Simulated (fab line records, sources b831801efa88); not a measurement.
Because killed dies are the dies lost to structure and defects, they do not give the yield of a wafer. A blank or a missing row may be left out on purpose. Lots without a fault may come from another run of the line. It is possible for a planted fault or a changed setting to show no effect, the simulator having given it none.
fab line records    flow sky130    part 2 of 2: steps 43 to 43 of 43
[record] lots = 6  wafers = 18  lastDay = 50
route steps=708 shown METAL3@555 VIA3@573 PAD_OPEN@708
lots that met no fault: from a run of the same line without faults
startH: hours from the record's opening day to when the first of the lot's shown wafers began    waitH: hours from the lot's prior step to this one    " the same as in the row above    L1.1+2: several wafers, shown together as one row    - no value, or no start was given    * or withheld: withheld    < > ~ a bound
route shown NAME@n: NAME is a module with steps in the file, n the number in the route of the first one    usual: mean/standard deviation of fault-free wafers    same: alike in all rows    chamber/n: place in a boat    sites: per-site readings    _std_site: standard deviation across them    _edge_site: inner sites' mean taken away from outer sites' mean    radiusMm: how far each site lies from the wafer's centre    mask NAME#n: copy n    behind: the most recent tool/chamber to have shaped the wafer    hold: reason for holding the lot/hours on hold/outcome of the hold    device: which transistor (n, p or np) failed to switch    end of line: the same wafers' tests at the end of the route    step lacking rows: just its recipe    killed: at the first sort, the dies lost to defects and structure; wafer yield is something else    map: dies across one wafer; x = killed, . = not, _ = none there
set.NAME: setting as actually run; set.NAME@STEP: the setting as run at that earlier step    model.NAME: the simulator's own value behind a step, which no gauge read
certain route steps with their lots: each step a table, each wafer a row
services: the hour from which a tool's chamber was out of use, counted from the record's first day as startH (under 0 if before that day), plus the number of hours and why
[[steps]]
[step SKY_PAD_OPEN_PROBE_99]
[usual] defectLimitedYield = 82.3/1.9  killed_at_M0_to_M3 = 43/6.7  killed_at_M4_up = 3.2/1.8  killedAtContacts = 25/5.2  killedAtFrontEnd = 15/4.4  killedAtOther = 0.2/0.4  killedDies = 87/9.3  killedOpen = 48/7.1  killedShort = 39/6  sort_bin_3_pad_short = 0.9/0.41  sort_bin_5_function = 10.5/1.4  sort_bin_6_memory = 6.3/1.1  sortNPass = 405/9.3  sortYieldPct = 82.3/1.9
[same] grossDies = 492  killedAtBackSide = 0  sort_bin_4_leakage[%] = 0  sort_bin_8_speed[%] = 0
lot.wafer  tool       chamber  startH   waitH  defectLimitedYield[%]  killed_at_M0_to_M3  killed_at_M4_up  killedAtContacts  killedAtFrontEnd  killedAtOther  killedDies  killedOpen  killedShort  sort_bin_3_pad_short[%]  sort_bin_5_function[%]  sort_bin_6_memory[%]  sortNPass  sortYieldPct[%]  model.etest.tester.sortNPass  model.etest.tester.sortYieldPct  model.etest.tester.sort_bin_5_pct  model.etest.tester.sort_bin_3_pct
L572.1     prober-01  -        1078.25  0.1    81.5                   43                  3                21                23                1              91          47          44           1.0                      10.0                    7.5                   401        81.5             401                           81.5                             9.959                              1.016
L572.3     prober-01  -        1078.35  0.2    84.6                   28                  2                28                18                0              76          48          28           0.8                      8.1                     6.5                   416        84.6             416                           84.55                            8.13                               0.813
L572.6     prober-01  -        1078.50  0.2    81.7                   48                  0                26                16                0              90          54          36           1.4                      11.6                    5.3                   402        81.7             402                           81.71                            11.59                              1.423
L583.1     prober-01  -        1152.42  0.1    70.7                   113                 2                19                10                0              144         42          32           4.1                      17.7                    7.5                   348        70.7             348                           70.73                            17.68                              4.065
L583.4     prober-01  -        1152.57  0.2    82.3                   42                  2                24                18                1              87          47          40           1.4                      11.2                    5.1                   405        82.3             405                           82.32                            11.18                              1.423
L583.5     prober-01  -        1152.62  0.2    83.9                   41                  3                24                11                0              79          46          33           0.4                      8.9                     6.7                   413        83.9             413                           83.94                            8.943                              0.4065
L585.3     prober-01  -        1158.55  0.2    82.3                   48                  1                22                16                0              87          45          42           1.0                      10.4                    6.3                   405        82.3             405                           82.32                            10.37                              1.016
L585.5     prober-01  -        1158.65  0.2    81.3                   41                  4                31                16                0              92          51          41           0.4                      12.6                    5.7                   400        81.3             400                           81.3                             12.6                               0.4065
L585.6     prober-01  -        1158.70  0.2    80.7                   43                  0                30                22                0              95          52          43           1.0                      12.4                    5.9                   397        80.7             397                           80.69                            12.4                               1.016
L582.1     prober-02  -        1158.61  0.1    84.1                   48                  3                17                10                0              78          41          37           0.6                      10.8                    4.5                   414        84.1             414                           84.15                            10.77                              0.6098
L582.2     prober-02  -        1158.66  0.1    73.6                   99                  1                17                13                0              130         34          31           3.9                      18.1                    4.5                   362        73.6             362                           73.58                            18.09                              3.862
L582.3     prober-02  -        1158.71  0.2    83.1                   48                  2                17                16                0              83          44          39           0.8                      11.4                    4.7                   409        83.1             409                           83.13                            11.38                              0.813
L586.1     prober-01  -        1159.93  0.1    84.3                   45                  4                18                10                0              77          45          32           1.2                      10.0                    4.5                   415        84.3             415                           84.35                            9.959                              1.22
L586.4     prober-01  -        1160.08  0.2    84.6                   33                  2                25                15                1              76          38          38           0.6                      9.3                     5.5                   416        84.6             416                           84.55                            9.35                               0.6098
L586.6     prober-01  -        1160.18  0.2    78.7                   54                  2                24                24                1              105         55          50           0.8                      12.6                    7.9                   387        78.7             387                           78.66                            12.6                               0.813
L593.4     prober-02  -        1194.77  0.2    82.9                   37                  2                32                12                1              84          46          38           1.2                      9.1                     6.7                   408        82.9             408                           82.93                            9.146                              1.22
L593.5     prober-02  -        1194.82  0.2    80.3                   40                  3                39                15                0              97          58          39           1.4                      11.8                    6.5                   395        80.3             395                           80.28                            11.79                              1.423
L593.6     prober-02  -        1194.87  0.2    81.5                   43                  5                32                11                0              91          49          42           0.6                      10.2                    7.7                   401        81.5             401                           81.5                             10.16                              0.6098
// killed by level:class
L572.1 VIA1:geometricParticle:open=9 VIA2:geometricParticle:open=7 POLY_GATE:geometricParticle:open=7 POLY_GATE:geometricParticle:short=7 METAL2:geometricParticle:short=7 LI_CONTACT:geometricParticle:open=6 CONTACT:geometricParticle:open=6 FIELD_ISO:geometricParticle:open=5
L572.3 LI_CONTACT:geometricParticle:open=10 CONTACT:geometricParticle:open=10 VIA1:geometricParticle:open=7 FIELD_ISO:geometricParticle:open=6 VIA2:geometricParticle:open=6 VIA3:geometricParticle:open=5 FIELD_ISO:geometricParticle:short=4 CONTACT:geometricParticle:short=4
L572.6 VIA1:geometricParticle:open=13 CONTACT:geometricParticle:open=10 VIA3:geometricParticle:open=7 FIELD_ISO:geometricParticle:open=6 LOCAL_INTERCONNECT:geometricParticle:short=6 FIELD_ISO:geometricParticle:short=5 LI_CONTACT:geometricParticle:open=5 VIA1:geometricParticle:short=5
L583.1 METAL3:unspecified=70 LI_CONTACT:geometricParticle:open=7 VIA1:geometricParticle:open=7 VIA2:geometricParticle:open=7 VIA3:geometricParticle:open=6 FIELD_ISO:geometricParticle:short=5 CONTACT:geometricParticle:open=5 VIA1:geometricParticle:short=5
L583.4 CONTACT:geometricParticle:open=10 VIA3:geometricParticle:open=9 VIA1:geometricParticle:open=9 LOCAL_INTERCONNECT:geometricParticle:short=5 METAL1:geometricParticle:short=5 FIELD_ISO:geometricParticle:short=4 FIELD_ISO:geometricParticle:open=4 LI_CONTACT:geometricParticle:open=4
L583.5 LI_CONTACT:geometricParticle:open=9 VIA2:geometricParticle:open=8 CONTACT:geometricParticle:open=7 VIA3:geometricParticle:open=5 VIA1:geometricParticle:short=5 VIA3:geometricParticle:short=5 POLY_GATE:geometricParticle:open=4 CONTACT:geometricParticle:short=4
L585.3 VIA1:geometricParticle:open=12 FIELD_ISO:geometricParticle:short=8 LI_CONTACT:geometricParticle:open=8 VIA3:geometricParticle:open=6 VIA2:geometricParticle:open=6 METAL1:geometricParticle:short=6 VIA1:geometricParticle:short=6 LI_CONTACT:geometricParticle:short=4
L582.1 VIA3:geometricParticle:open=10 VIA1:geometricParticle:open=7 METAL1:geometricParticle:short=7 VIA2:geometricParticle:open=6 VIA2:geometricParticle:short=5 CONTACT:geometricParticle:open=5 POLY_GATE:geometricParticle:open=4 LI_CONTACT:geometricParticle:open=4
L585.5 CONTACT:geometricParticle:open=14 VIA1:geometricParticle:open=9 CONTACT:geometricParticle:short=6 VIA3:geometricParticle:open=6 LI_CONTACT:geometricParticle:open=5 VIA1:geometricParticle:short=5 METAL2:geometricParticle:short=5 FIELD_ISO:geometricParticle:open=4
L582.2 METAL3:unspecified=65 CONTACT:geometricParticle:open=6 VIA1:geometricParticle:open=6 VIA2:geometricParticle:open=5 LI_CONTACT:geometricParticle:open=5 CONTACT:geometricParticle:short=4 METAL2:geometricParticle:short=4 VIA2:geometricParticle:short=4
L585.6 VIA1:geometricParticle:open=13 LI_CONTACT:geometricParticle:open=8 FIELD_ISO:geometricParticle:short=7 FIELD_ISO:geometricParticle:open=6 LOCAL_INTERCONNECT:geometricParticle:short=6 CONTACT:geometricParticle:open=6 METAL2:geometricParticle:short=6 LI_CONTACT:geometricParticle:short=5
L582.3 METAL1:geometricParticle:short=10 VIA3:geometricParticle:open=10 FIELD_ISO:geometricParticle:short=6 CONTACT:geometricParticle:open=6 VIA1:geometricParticle:open=6 VIA2:geometricParticle:open=6 LI_CONTACT:geometricParticle:open=5 FIELD_ISO:geometricParticle:open=4
L586.1 VIA1:geometricParticle:open=8 METAL2:geometricParticle:short=8 VIA2:geometricParticle:open=7 CONTACT:geometricParticle:open=7 VIA3:geometricParticle:open=7 LI_CONTACT:geometricParticle:open=5 FIELD_ISO:geometricParticle:open=4 VIA1:geometricParticle:short=4
L586.4 CONTACT:geometricParticle:open=9 FIELD_ISO:geometricParticle:short=7 VIA2:geometricParticle:open=6 LI_CONTACT:geometricParticle:open=5 VIA1:geometricParticle:open=5 METAL2:geometricParticle:short=5 METAL1:geometricParticle:short=4 LI_CONTACT:geometricParticle:short=4
L586.6 FIELD_ISO:geometricParticle:open=10 METAL2:geometricParticle:short=10 VIA1:geometricParticle:open=10 CONTACT:geometricParticle:open=9 METAL1:geometricParticle:short=6 LI_CONTACT:geometricParticle:short=5 VIA2:geometricParticle:open=5 VIA3:geometricParticle:open=5
L593.4 CONTACT:geometricParticle:open=13 VIA1:geometricParticle:open=10 VIA1:geometricParticle:short=8 CONTACT:geometricParticle:short=7 LI_CONTACT:geometricParticle:open=6 METAL1:geometricParticle:short=5 VIA3:geometricParticle:open=4 POLY_GATE:geometricParticle:short=3
L593.5 CONTACT:geometricParticle:open=13 LI_CONTACT:geometricParticle:open=12 VIA1:geometricParticle:open=11 METAL2:geometricParticle:short=9 FIELD_ISO:geometricParticle:open=6 CONTACT:geometricParticle:short=6 POLY_GATE:geometricParticle:open=5 VIA3:geometricParticle:open=5
L593.6 CONTACT:geometricParticle:open=9 LOCAL_INTERCONNECT:geometricParticle:short=8 VIA1:geometricParticle:open=8 VIA2:geometricParticle:open=8 LI_CONTACT:geometricParticle:open=7 VIA3:geometricParticle:open=6 CONTACT:geometricParticle:short=5 VIA1:geometricParticle:short=5
// map L582.2 (x killed, . not)
__________.........._________
________.....x........_______
______.................._____
_____........xx.x........____
____.....x......x......x..___
___.......x..........x.x...__
__.x.x.....x........x......._
_....x..x.....xx.............
_.x...x...x.....x......x.....
_..........x.....x...........
_........xx...x.x.x..........
_.....x.x.xxxxxxx............
_........xxxxxxxx.....xx...x.
_.....xxxxxxxxxxxxx...x......
_x....x..xxxxxxxxxx.......x.x
__...x.xxxxxxxxxxx.xxxx.x..x_
___x...xxxxxxxxxxx.x.x.....__
____....xxxxxxxx.........x___
_____....x.xxxx.........x____
______.................._____
________....x...xx...._______
__________x..x......_________
// map L583.1 (x killed, . not)
__________...xx....x_________
________.............._______
______....x............._____
_____..........x.......xx____
____....x.x.x..x...x......___
___............xx....x.....__
__x...............x...x....._
_.xx...xx.x.x...............x
_....xx.xx.....x......x......
_.............xx.......x.x.xx
_.x..x..x....x.x.............
_x.......xxxxxxx...x.........
_x..x..x.xxxxxxxxxx........x.
_.x..xxxxxxxxxxxxxx.....xx...
_.....x.xxxxxxxxxxx..........
__.x..xxxxxxxxxxxx.....x...._
___.x...xxxxxxxxxxx.....x.x__
____.x...x.xxxxx....x.....___
_____xx...x..x.x........x____
______..xxxx.x......x..._____
________.............._______
__________..x...x..._________
[[services]]
tool            chamber  startH   hours  kind
rieDiel-02      2        874.72   2.7    repair
rieDiel-02      2        888.33   3.0    repair
rieMetal-01     1        889.41   -      clean
rieMetal-01     1        889.41   36.1   scheduledDown
rieMetal-01     1        889.41   36.1   ventCycle
rieDiel-03      2        916.90   12.2   repair
rieMetal-04     1        918.18   8.0    repair
rieDiel-02      1        942.62   13.6   repair
rieDiel-04      2        948.52   5.1    repair
rieDiel-04      2        960.83   3.8    repair
rieDiel-01      1        971.52   6.7    repair
rieDiel-02      0        974.73   1.8    repair
plasmaAsher-01  -        997.53   1.6    repair
rieDiel-02      -        1006.52  0.5    repair
rieDiel-04      3        1013.03  8.6    repair
rieMetal-04     -        1015.47  2.8    pm
rieDiel-02      2        1017.87  5.9    repair
rieDiel-03      1        1020.44  5.5    repair
rieDiel-04      0        1027.47  103.4  repair
plasmaAsher-02  -        1055.25  9.0    pm
rieMetal-01     0        1055.80  -      clean
rieMetal-01     0        1055.80  18.2   scheduledDown
rieMetal-01     0        1055.80  18.2   ventCycle
rieDiel-01      -        1065.05  14.6   pm
[[key]]
[firstSign] step = SKY_PAD_OPEN_PROBE_99  reading = killed_at_M0_to_M3  direction = up  sigmas = 9.3  usual = 43  struck = 106
[effect] step = SKY_PAD_OPEN_PROBE_99  reading = sort_bin_3_pad_short  direction = up  sigmas = 7.6  usual = 0.9  struck = 4.0
[modelEffect] step = SKY_PAD_OPEN_PROBE_99  value = etest.tester.sortNPass  without = 414.5  struck = 355
metAt SKY_METAL3_ETCH_17
struckWafers L582.2,L583.1
onsetBetween 895.50 999.19
[fault] kind = chamberParticleSource  tool = rieDiel-02  chamber = 0  onsetH = 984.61  steps = SKY_METAL3_ETCH_17  ratePerVisitCm2 = 1.9845  endH = 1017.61
